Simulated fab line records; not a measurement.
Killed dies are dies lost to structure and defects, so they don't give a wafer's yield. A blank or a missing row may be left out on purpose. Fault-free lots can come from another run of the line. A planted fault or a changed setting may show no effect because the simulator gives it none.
Problem report, 8D (eight disciplines) form, completed by code / flow sky130 / the parts of the form that need people (team, actions taken, sign-off) are left out

## 1. THE PROBLEM
rf_fwd_power_W at SKY_CONTACT_ETCH_16 reads a mean of 573.9 W on 3 wafers of 3 lots; wafers without a fault read 493.9 W with a standard deviation of 2. That puts it +40 standard deviations away from the usual mean.
The step: etches BARC in N2/H2, stops on SiO2, time 45.9 s, target depth 60 nm.
Earliest sighting: wafer L424.4 on rie_diel-03 at day 34 08:46. At this step, 21 wafers from 7 lots have a number in the record. By rule, "out" or "out of limits" means more than 4 standard deviations away from the usual mean. All remaining wafers that have a number are taken as sound.

## 2. WHAT IT IS, WHAT IT ISN'T
question=which readings at this step | is=rf_fwd_power_W | is not=drypump_motor_current_A, oes_product_au, throttle_valve_pct
question=which lots | is=L424, L426, L428 | is not=L430, L435, L438, L439
question=which wafers of those lots | is=L424.4, L426.3, L428.4 | is not=L424.1, L424.2, L426.1, L426.2, L428.5, L428.6
question=read on which tools | is=rie_diel-03 | is not=rie_diel-04
question=when | is=from day 34 08:46 | is not=up to then (2 sound wafers); but 16 sound wafers of L426, L428, L430, L435, L438, L439 came after

## 3. WHAT RULES OUT EACH SUSPECT
Counting: any tool at a process step up to the reading remains a suspect provided it ran every lot that is out. Sound lots after the first of them don't rule it out here, since some wafers of a struck lot are sound.
- rie_diel-03 at SKY_CONTACT_ETCH_16 (etches BARC in N2/H2, stops on SiO2, time 45.9 s, target depth 60 nm): kept. It ran every lot that is out, first L424 (day 34 08:46). Its own readings are out on those wafers: rf_fwd_power_W.
- At SKY_CONTACT_ETCH_16, inside rie_diel-03: chamber 1 took the wafers that are out, while their sound lot-mates went through chambers 0, 2, 3.
Left after counting: rie_diel-03 at SKY_CONTACT_ETCH_16.

## 4. THE CAUSE (what the simulator had put in)
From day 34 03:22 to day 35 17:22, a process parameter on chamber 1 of rie_diel-03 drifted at SKY_CONTACT_ETCH_16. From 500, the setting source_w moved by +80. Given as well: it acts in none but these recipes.
The count eliminated every tool but this one.

## 5. THE EFFECT CHAIN, in route order
Each row: a reading whose mean over the struck wafers that have a number lies more than 3 standard deviations from the usual. Only readings for which the record gives a usual standard deviation are gone through. hours: the time from each lot's start at the first step in this table that gives one to its start at this step, as a median over the lots. sigmas: the change in usual standard deviations.
hours=0; step=SKY_CONTACT_ETCH_16; reading=rf_fwd_power_W; usual=493.9 W; on struck wafers=573.9; change=+80.0; sigmas=+40
Here are the process steps it includes:
- SKY_CONTACT_ETCH_16: etches BARC in N2/H2, stops on SiO2, time 45.9 s, target depth 60 nm.

## 6. HOW IT WOULD HAVE BEEN CAUGHT EARLIER
In this record the first reading out of limits was taken at day 34 08:46, 5 hours after the fault began at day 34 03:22.
